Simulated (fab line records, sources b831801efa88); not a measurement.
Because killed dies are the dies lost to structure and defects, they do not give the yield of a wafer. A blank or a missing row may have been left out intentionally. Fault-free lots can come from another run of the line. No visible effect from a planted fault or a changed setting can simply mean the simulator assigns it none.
A single fault, viewed from 2 desks / flow gf180mcu / every desk sees just its own numbers, and what lay behind them comes last

FROM THE METROLOGY DESK
What the gauges read, lot by lot, whatever tool the lot ran on: means of the sampled wafers that have a number. Any lot whose mean is over 4 standard deviations away from the usual mean is out of limits and marked OUT; that distance is given in the brackets.
Columns: A = V4_CVD_02_THK at GF_V4_THK_MEAS_03, usual 844 nm
lot=L268; first seen here=day 24 04:49; A=838
lot=L269; first seen here=day 24 20:49; A=841
lot=L273; first seen here=day 26 07:11; A=826
lot=L274; first seen here=day 26 14:24; A=840
lot=L275; first seen here=day 26 21:39; A=840
lot=L281; first seen here=day 28 12:22; A=847
lot=L284; first seen here=day 29 11:02; A=782 (-4.7) OUT
lot=L285; first seen here=day 29 19:55; A=787 (-4.4) OUT
lot=L288; first seen here=day 30 14:28; A=859
lot=L289; first seen here=day 31 02:19; A=839
lot=L290; first seen here=day 31 07:20; A=839
This desk reports L284, L285 out of limits; the earliest was L284 at day 29 11:02 (V4_CVD_02_THK at GF_V4_THK_MEAS_03). In limits: L268, L269, L273, L274, L275, L281, L288, L289, L290.

TOOL OWNER'S DESK, pecvd-02
The tool's own readings at GF_V4_CVD_02 (deposits SiO2 from TEOS, target thk 850 nm, time 94.851 s): means of the sampled wafers that have a number, for each lot that ran on this tool. Any lot whose mean is over 4 standard deviations away from the usual mean is out of limits and marked OUT; that distance is given in the brackets.
Columns: A = heater_power_w at GF_V4_CVD_02, usual 668 W; B = susceptor_temp_C at GF_V4_CVD_02, usual 399.98 C
lot=L268; first seen here=day 24 04:44; A=643; B=399.92
lot=L273; first seen here=day 26 07:06; A=621; B=399.86
lot=L274; first seen here=day 26 14:20; A=610; B=400.10
lot=L275; first seen here=day 26 21:35; A=667; B=399.85
lot=L284; first seen here=day 29 10:58; A=661; B=399.84
lot=L285; first seen here=day 29 19:51; A=575; B=400.17
This desk's finding: nothing out of limits on any of the 6 lots.

PUT TOGETHER
An alarm was possible from the metrology desk at day 29 11:02, on L284, L285.
Nothing out of limits was seen by the tool owner's desk.
The tool owner's desk has L284, L285 on record, within its limits.
On pecvd-02, each named lot ran GF_V4_CVD_02.

WHAT WAS PUT IN BY THE SIMULATOR
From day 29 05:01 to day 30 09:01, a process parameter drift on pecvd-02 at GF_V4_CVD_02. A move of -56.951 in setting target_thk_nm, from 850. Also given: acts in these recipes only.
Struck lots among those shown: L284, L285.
Time in hours between the start of the fault and the first out-of-limits reading at each desk: metrology desk, 6.
